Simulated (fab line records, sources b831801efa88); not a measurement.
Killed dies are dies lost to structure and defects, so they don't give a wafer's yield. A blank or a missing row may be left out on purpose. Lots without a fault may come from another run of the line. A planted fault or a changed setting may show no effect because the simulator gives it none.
fab line records | flow sfq_line
record lots=15 wafers=44 last_day=94
route steps=325 shown M4@149 A5B@211 R5@212 I5@236
lots that met no fault: from a run of the same line without faults
start_h: hours from the record's first day to the start of the lot's first wafer shown | wait_h: hours since the lot's step before | " the same as in the row above | L1.1+2: a row that stands for several wafers | - no value, or no start given | * or withheld: withheld | < > ~ a bound
route shown NAME@n: a module of which the file shows steps, and the number in the route of the first | usual: mean/standard deviation of fault-free wafers | same: alike in all rows | chamber/n: place in a boat | sites: the reading at each site | _std_site: their standard deviation | _edge_site: outer sites' mean less inner sites' | radius_mm: how far each site lies from the wafer's centre | mask NAME#n: copy n | behind: the tool/chamber that last shaped the wafer | hold: why the lot was held/for how many hours/how that ended | device: the transistor (n, p or np) that didn't switch | end of line: the same wafers' tests at the end of the route | a step without rows: its recipe alone | killed: dies lost to structure and defects at the first sort, not the wafer's yield | map: a wafer's dies, x killed, . not, _ none there
set.NAME: the setting as run; set.NAME@STEP: as run at that earlier step | model.NAME: the simulator's own value behind a step, which no gauge read
steps of the route over a sample of lots; a table a step, a row a wafer
services: from which hour (start_h, from the record's first day; less than 0 if before it) a tool's chamber was out of use, for how many hours, and why
## steps
# step SFQ_TRILAYER_M4_DEP_SPUTTER_091
# recipe material=Nb base_pressure_pa=1.33e-06 chamber_pressure_pa=0.1333 substrate_temp_c=20 resputter_cathode_voltage_v=400 target_thk_nm=200 power_w=2000 time_s=133.3
# usual throttle_valve_pct=29.6/0.87
# columns lot.wafer tool chamber start_h wait_h throttle_valve_pct
L247.2 pvd_sputter-06 - 754.64 0.0 29.0
L247.5 " - " " 29.5
L247.6 " - " " 28.3
L248.3 pvd_sputter-04 - 760.04 0.0 28.8
L248.5 " - " " 30.7
L248.6 " - " " 28.8
L251.3 pvd_sputter-04 - 799.77 0.0 30.5
L251.5 " - " " 30.6
L251.6 " - " " 28.9
L252.2 pvd_sputter-04 - 808.88 0.0 28.1
L252.3 " - " " 29.0
L252.5 " - " " 30.6
L253.1 pvd_sputter-04 - 844.88 0.0 30.5
L253.5 " - " " 30.8
L253.6 " - " " 28.7
L254.2 pvd_sputter-03 - 853.28 0.0 29.8
L254.3 " - " " 29.2
L254.4 " - " " 29.6
L256.1 pvd_sputter-04 - 916.16 0.0 28.0
L256.2 " - " " 28.8
L256.4 " - " " 30.6
L258.4 pvd_sputter-04 - 935.36 0.0 28.8
L258.5 " - " " 28.0
L258.6 " - " " 30.9
L261.2 pvd_sputter-04 - 965.62 0.0 27.9
L261.3 " - " " 28.6
L261.4 " - " " 30.8
L263.1 pvd_sputter-03 - 975.33 0.0 30.1
L263.5 " - " " 30.1
L263.6 " - " " 29.4
L264.2 pvd_sputter-04 - 980.13 0.0 30.4
L264.5 " - " " 30.5
L267.1 pvd_sputter-04 - 999.49 0.0 30.5
L267.2 " - " " 30.5
L267.3 " - " " 28.2
L268.1 pvd_sputter-06 - 1008.40 0.0 28.9
L268.2 " - " " 29.5
L268.4 " - " " 29.2
L269.1 pvd_sputter-03 - 1013.40 0.0 29.3
L269.5 " - " " 30.3
L269.6 " - " " 29.8
L270.1 pvd_sputter-04 - 1030.00 0.0 27.8
L270.4 " - " " 30.5
L270.5 " - " " 30.4
# step SFQ_M4_RS_MEAS_924
# recipe thk_meas_gauge=four-point-probe reads=Nb_of_TRILAYER_M4_DEP_SPUTTER_091
# usual M4_NB_RS=0.886/0.0098
# columns lot.wafer tool chamber start_h wait_h M4_NB_RS[ohm/sq]
L247.2 film_metro-04 - 754.75 0.1 0.894
L247.5 " - " " 0.883
L247.6 " - " " 0.880
L248.3 film_metro-02 - 760.17 0.1 0.886
L248.5 " - " " 0.894
L248.6 " - " " 0.890
L251.3 film_metro-04 - 799.90 0.1 0.892
L251.5 " - " " 0.892
L251.6 " - " " 0.887
L252.2 film_metro-02 - 808.99 0.1 0.905
L252.3 " - " " 0.907
L252.5 " - " " 0.904
L253.1 film_metro-03 - 844.97 0.0 0.896
L253.5 " - " " 0.896
L253.6 " - " " 0.899
L254.2 film_metro-04 - 853.39 0.1 0.886
L254.3 " - " " 0.880
L254.4 " - " " 0.897
L256.1 film_metro-03 - 916.25 0.0 0.883
L256.2 " - " " 0.887
L256.4 " - " " 0.896
L258.4 film_metro-04 - 935.51 0.1 0.874
L258.5 " - " " 0.872
L258.6 " - " " 0.871
L261.2 film_metro-02 - 965.73 0.1 0.878
L261.3 " - " " 0.884
L261.4 " - " " 0.889
L263.1 film_metro-03 - 975.42 0.0 0.908
L263.5 " - " " 0.906
L263.6 " - " " 0.901
L264.2 film_metro-04 - 980.24 0.1 1.240
L264.5 " - " " 1.260
L267.1 film_metro-04 - 999.58 0.0 1.237
L267.2 " - " " 1.249
L267.3 " - " " 1.231
L268.1 film_metro-03 - 1008.49 0.0 0.879
L268.2 " - " " 0.888
L268.4 " - " " 0.892
L269.1 film_metro-02 - 1013.49 0.0 0.894
L269.5 " - " " 0.906
L269.6 " - " " 0.896
L270.1 film_metro-04 - 1030.09 0.0 1.239
L270.4 " - " " 1.254
L270.5 " - " " 1.257
# step SFQ_TRILAYER_M4_ETCH_METAL_ETCH_096
# recipe target=Nb stop_on=SiO2 mask_material=PR chemistry=Cl2/Ar target_depth_nm=240 icp_w=600 bias_w=80 pressure_mtorr=10 time_s=120
# usual drypump_motor_current_A=5.6/0.6 oes_product_au=0.897/0.0069
# columns lot.wafer tool chamber start_h wait_h drypump_motor_current_A oes_product_au rf_hours_counter_h
L247.2 rie_metal-03 0 899.66 0.0 5.9 0.896 101
L247.5 " 0 " " 5.9 0.891 -
L247.6 " 1 " " 5.7 0.898 -
L248.3 rie_metal-02 0 908.10 0.1 4.6 0.902 -
L248.5 " 1 " " 5.3 0.882 -
L248.6 " 0 " " 4.6 0.896 -
L251.3 rie_metal-03 0 948.90 0.1 5.9 0.890 -
L251.5 " 1 " " 5.7 0.894 -
L251.6 " 0 " " 5.9 0.886 -
L252.2 rie_metal-04 0 962.54 0.0 5.6 0.892 160
L252.3 " 0 " " 5.6 0.886 -
L252.5 " 0 " " 5.6 0.885 -
L253.1 rie_metal-04 1 1006.36 0.1 6.6 0.893 92
L253.5 " 1 " " 6.6 0.890 -
L253.6 " 1 " " 6.6 0.890 -
L254.2 rie_metal-03 0 1013.61 0.1 5.9 0.892 -
L254.3 " 0 " " 5.9 0.900 -
L254.4 " 0 " " 5.9 0.890 -
L256.1 rie_metal-02 1 1072.68 0.0 5.3 0.902 24
L256.2 " 0 " " 4.6 0.901 45
L256.4 " 1 " " 5.2 0.898 -
L258.4 rie_metal-02 0 1089.52 0.1 4.6 0.897 -
L258.5 " 0 " " 4.6 0.907 -
L258.6 " 1 " " 5.2 0.910 -
L261.2 rie_metal-03 1 1113.48 0.0 5.7 0.901 14
L261.3 " 1 " " 5.7 0.902 -
L261.4 " 0 " " 5.9 0.893 -
L263.1 rie_metal-04 1 1120.81 0.0 6.6 0.895 108
L263.5 " 1 " " 6.6 0.898 -
L263.6 " 0 " " 5.6 0.888 -
L264.2 rie_metal-02 0 1123.21 0.0 4.7 0.789 53
L264.5 " 1 " " 5.2 0.790 -
L267.1 rie_metal-04 1 1150.81 0.0 6.6 0.792 111
L267.2 " 0 " " 5.6 0.786 17
L267.3 " 0 " " 5.6 0.791 -
L268.1 rie_metal-04 0 1157.36 0.0 5.6 0.902 18
L268.2 " 1 " " 6.5 0.898 112
L268.4 " 1 " " 6.6 0.895 -
L269.1 rie_metal-02 1 1158.56 0.0 5.3 0.880 35
L269.5 " 1 " " 5.3 0.892 -
L269.6 " 0 " " 4.6 0.888 -
L270.1 rie_metal-02 0 1171.76 0.0 4.6 0.788 59
L270.4 " 0 " " 4.6 0.786 -
L270.5 " 1 " " 5.3 0.785 -
# step SFQ_TRILAYER_A5B_METRO_MEASURE_131
# usual thk_nm=343/5.9
# columns lot.wafer tool chamber start_h wait_h thk_nm
L247.2 film_metro-02 - 1290.50 2.2 345
L247.5 " - " " 341
L247.6 " - " " 347
L248.3 film_metro-01 - 1292.99 2.9 354
L248.5 " - " " 354
L248.6 " - " " 353
L251.3 film_metro-02 - 1296.70 2.4 337
L251.5 " - " " 343
L251.6 " - " " 340
L252.2 film_metro-01 - 1298.79 2.2 349
L252.3 " - " " 339
L252.5 " - " " 352
L253.1 film_metro-03 - 1316.16 1.0 339
L253.5 " - " " 342
L253.6 " - " " 344
L254.2 film_metro-02 - 1319.96 1.7 347
L254.3 " - " " 350
L254.4 " - " " 341
L256.1 film_metro-01 - 1377.51 2.5 346
L256.2 " - " " 349
L256.4 " - " " 340
L258.4 film_metro-03 - 1398.53 3.1 339
L258.5 " - " " 339
L258.6 " - " " 338
L261.2 film_metro-01 - 1417.84 1.7 340
L261.3 " - " " 343
L261.4 " - " " 339
L263.1 film_metro-02 - 1426.64 1.0 342
L263.5 " - " " 336
L263.6 " - " " 346
L264.2 film_metro-01 - 1429.84 1.7 349
L264.5 " - " " 345
L267.1 film_metro-01 - 1443.65 2.0 335
L267.2 " - " " 347
L267.3 " - " " 358
L268.1 film_metro-01 - 1458.57 1.0 349
L268.2 " - " " 336
L268.4 " - " " 345
L269.1 film_metro-03 - 1465.89 2.5 342
L269.5 " - " " 340
L269.6 " - " " 334
L270.1 film_metro-02 - 1471.38 1.5 338
L270.4 " - " " 348
L270.5 " - " " 339
# step SFQ_TRILAYER_R5_DEP_SPUTTER_132
# recipe material=Ti base_pressure_pa=1.33e-06 target_thk_nm=5 power_w=2000 time_s=5 chamber_pressure_pa=0.4
# usual throttle_valve_pct=29.7/0.74
# columns lot.wafer tool chamber start_h wait_h throttle_valve_pct
L247.2 pvd_sputter-06 - 1291.50 0.8 29.5
L247.5 " - " " 29.5
L247.6 " - " " 28.9
L248.3 pvd_sputter-03 - 1293.79 0.6 30.0
L248.5 " - " " 30.0
L248.6 " - " " 29.4
L251.3 pvd_sputter-06 - 1297.50 0.6 29.0
L251.5 " - " " 29.2
L251.6 " - " " 28.8
L252.2 pvd_sputter-05 - 1299.79 0.8 30.3
L252.3 " - " " 30.0
L252.5 " - " " 31.9
L253.1 pvd_sputter-06 - 1317.36 1.0 29.5
L253.5 " - " " 29.4
L253.6 " - " " 29.8
L254.2 pvd_sputter-05 - 1320.96 0.8 29.9
L254.3 " - " " 31.7
L254.4 " - " " 30.3
L256.1 pvd_sputter-06 - 1378.71 1.0 29.6
L256.2 " - " " 29.3
L256.4 " - " " 28.8
L258.4 pvd_sputter-05 - 1399.13 0.4 29.5
L258.5 " - " " 30.1
L258.6 " - " " 29.5
L261.2 pvd_sputter-03 - 1418.84 0.8 29.2
L261.3 " - " " 29.2
L261.4 " - " " 30.1
L263.1 pvd_sputter-03 - 1427.84 1.0 29.2
L263.5 " - " " 29.4
L263.6 " - " " 29.8
L264.2 pvd_sputter-05 - 1430.84 0.8 29.3
L264.5 " - " " 29.4
L267.1 pvd_sputter-06 - 1444.85 1.0 29.3
L267.2 " - " " 29.1
L267.3 " - " " 28.9
L268.1 pvd_sputter-06 - 1459.77 1.0 29.6
L268.2 " - " " 29.4
L268.4 " - " " 29.8
L269.1 pvd_sputter-05 - 1467.09 1.0 30.2
L269.5 " - " " 30.3
L269.6 " - " " 31.8
L270.1 pvd_sputter-06 - 1472.58 1.0 29.1
L270.4 " - " " 29.7
L270.5 " - " " 29.3
# step SFQ_TRILAYER_I5_BARC_OPEN_VIA_ETCH_200
# recipe mask_material=PR chemistry=O2 target_depth_nm=125 target=BARC source_w=500 bias_w=80 pressure_mtorr=30 time_s=41.7
# usual drypump_motor_current_A=5.6/0.39 oes_product_au=0.685/0.0047
# columns lot.wafer tool chamber start_h wait_h drypump_motor_current_A oes_product_au rf_hours_counter_h
L247.2 rie_diel-03 0 1570.33 0.0 6.0 0.692 5
L247.5 " 2 " " 5.6 0.679 -
L247.6 " 1 " " 5.8 0.684 -
L248.3 rie_diel-03 3 1573.93 0.0 5.1 0.690 18
L248.5 " 0 " " 5.8 0.682 -
L248.6 " 1 " " 5.8 0.686 -
L251.3 rie_diel-02 1 1581.25 0.0 5.5 0.691 15
L251.5 " 0 " " 5.7 0.686 -
L251.6 " 1 " " 5.5 0.682 -
L252.2 rie_diel-04 2 1582.45 0.0 6.0 0.683 11
L252.3 " 3 " " 5.6 0.681 17
L252.5 " 0 " " 5.0 0.684 -
L253.1 rie_diel-04 0 1593.25 0.0 5.0 0.698 13
L253.5 " 2 " " 6.0 0.680 -
L253.6 " 3 " " 5.6 0.687 -
L254.2 rie_diel-02 3 1599.25 0.0 5.2 0.686 12
L254.3 " 2 " " 6.3 0.695 12
L254.4 " 1 " " 5.5 0.688 15
L256.1 rie_diel-04 3 1639.55 0.0 5.6 0.684 18
L256.2 " 1 " " 5.2 0.689 9
L256.4 " 0 " " 5.0 0.679 13
L258.4 rie_diel-04 1 1664.38 0.0 5.1 0.689 -
L258.5 " 0 " " 5.0 0.676 -
L258.6 " 2 " " 6.0 0.690 -
L261.2 rie_diel-02 3 1685.96 0.0 5.3 0.683 13
L261.3 " 1 " " 5.5 0.692 16
L261.4 " 2 " " 6.3 0.685 13
L263.1 rie_diel-02 3 1701.56 0.0 5.2 0.691 13
L263.5 " 1 " " 5.5 0.680 -
L263.6 " 0 " " 5.6 0.684 -
L264.2 rie_diel-02 1 1707.56 0.0 5.5 0.679 16
L264.5 " 2 " " 6.3 0.677 -
L267.1 rie_diel-03 0 1720.76 0.0 5.9 0.685 7
L267.2 " 2 " " 5.6 0.685 6
L267.3 " 1 " " 5.8 0.683 16
L268.1 rie_diel-02 0 1727.96 0.0 5.6 0.681 7
L268.2 " 3 " " 5.2 0.684 13
L268.4 " 1 " " 5.5 0.685 17
L269.1 rie_diel-02 2 1735.16 0.0 6.3 0.682 14
L269.5 " 2 " " 6.3 0.681 -
L269.6 " 1 " " 5.5 0.680 -
L270.1 rie_diel-04 3 1736.36 0.0 5.6 0.686 1
L270.4 " 2 " " 6.0 0.687 13
L270.5 " 1 " " 5.1 0.682 -
## services
# columns tool chamber start_h hours kind
film_metro-01 - 751.10 1.0 pm
rie_diel-02 1 758.71 8.6 repair
pvd_sputter-06 - 798.82 7.5 repair
pvd_sputter-06 - 814.52 3.3 repair
pvd_sputter-06 - 832.60 2.8 repair
pvd_sputter-04 - 872.67 1.2 repair
pvd_sputter-06 - 886.75 1.6 repair
pvd_sputter-06 - 908.70 4.0 repair
pvd_sputter-04 - 951.61 0.7 repair
pvd_sputter-06 - 959.92 9.6 repair
pvd_sputter-06 - 1032.45 3.9 repair
pvd_sputter-06 - 1069.43 5.0 repair
pvd_sputter-04 - 1103.17 1.5 repair
pvd_sputter-04 - 1169.12 7.4 repair
pvd_sputter-06 - 1234.31 3.4 repair
pvd_sputter-06 - 1240.25 2.7 repair
pvd_sputter-04 - 1346.47 5.2 repair
pvd_sputter-04 - 1366.53 3.5 repair
pvd_sputter-04 - 1370.44 2.8 repair
pvd_sputter-06 - 1407.54 4.2 repair
pvd_sputter-04 - 1433.78 3.4 repair
pvd_sputter-06 - 1462.30 4.5 repair
pvd_sputter-04 - 1535.50 1.8 repair
pvd_sputter-04 - 1592.10 5.4 repair
## key
first_sign step=SFQ_M4_RS_MEAS_924 reading=M4_NB_RS direction=up sigmas=37 usual=0.886 struck=1.246
effect step=SFQ_TRILAYER_M4_ETCH_METAL_ETCH_096 reading=oes_product_au direction=down sigmas=16 usual=0.897 struck=0.789
met_at SFQ_TRILAYER_M4_DEP_SPUTTER_091
struck_lots L264,L267,L270
not_acting_at SFQ_TRILAYER_A5B_METRO_MEASURE_131,SFQ_TRILAYER_R5_DEP_SPUTTER_132,SFQ_TRILAYER_I5_BARC_OPEN_VIA_ETCH_200
onset_between 965.62 980.13
fault kind=site_profile_drift tool=pvd_sputter-04 chamber=- onset_h=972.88 steps=SFQ_TRILAYER_M4_DEP_SPUTTER_091 basis=fraction max_abs_drift=0.48195 slope_share_per_hr=107.1 site_pattern=0,0,0,0,0,-1,-1,-1,-1
